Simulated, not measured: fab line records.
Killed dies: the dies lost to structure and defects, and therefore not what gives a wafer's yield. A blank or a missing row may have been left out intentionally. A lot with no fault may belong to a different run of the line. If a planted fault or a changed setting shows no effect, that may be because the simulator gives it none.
Chamber matching	flow gf180mcu	GF_V2_CVD_02 on pecvd-01: 3 sister chambers
The step deposits SiO2 from TEOS, target thk 850 nm, time 94.851 s. 15 wafers are shown with their chamber, then 7 later ones without.

== WAFERS PAIRED WITH THEIR CHAMBERS ==
wafer	chamber	heater-power-w (W)	heater-power-outer-w (W)
L848.1	0	468	277
L848.3	1	555	332
L848.4	2	543	283
L850.2	2	594	315
L850.3	0	438	242
L850.5	1	607	389
L853.2	1	497	300
L853.3	0	491	287
L853.4	1	546	333
L854.2	2	705	366
L854.3	0	448	253
L854.4	1	606	387
L861.2	0	491	285
L861.3	2	582	301
L861.6	2	645	334

SIGNATURES (means of the wafers above)
reading	chamber 0	chamber 1	chamber 2	scatter within a chamber
heater-power-w	467.20	562.20	613.80	47
heater-power-outer-w	268.80	348.20	319.80	31.2
Rule: a wafer lies at a distance from a chamber equal to the root of the sum of squares, over the readings, of (its reading less the chamber's mean, divided by the reading's scatter). If the next closest chamber is less than 2 further off than the closest, the wafer can't be placed; otherwise it belongs to the closest. The scatter: the root of (the sum of the squares of (reading less its chamber's mean) over the shown wafers, divided by (wafers less chambers)).

== WAFERS WITHOUT THEIR CHAMBER ==
wafer	heater-power-w (W)	heater-power-outer-w (W)
L863.1	606	373
L863.6	542	281
L867.1	607	313
L867.3	459	260
L868.1	565	294
L868.3	618	395
L868.6	493	288

== THE CHAMBER EACH PASSED THROUGH ==
wafer	from the rows above	in truth
L863.1	can't be placed: 1 or 2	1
L863.6	can't be placed: 0 or 2 or 1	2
L867.1	can't be placed: 2 or 1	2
L867.3	0	0
L868.1	can't be placed: 2 or 1 or 0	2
L868.3	can't be placed: 1 or 2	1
L868.6	can't be placed: 0 or 1 or 2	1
Correct placement for 1 of the 7. From these rows, 6 cannot be placed; in 6 the true chamber is one of the candidates. Wrongly placed: 0.
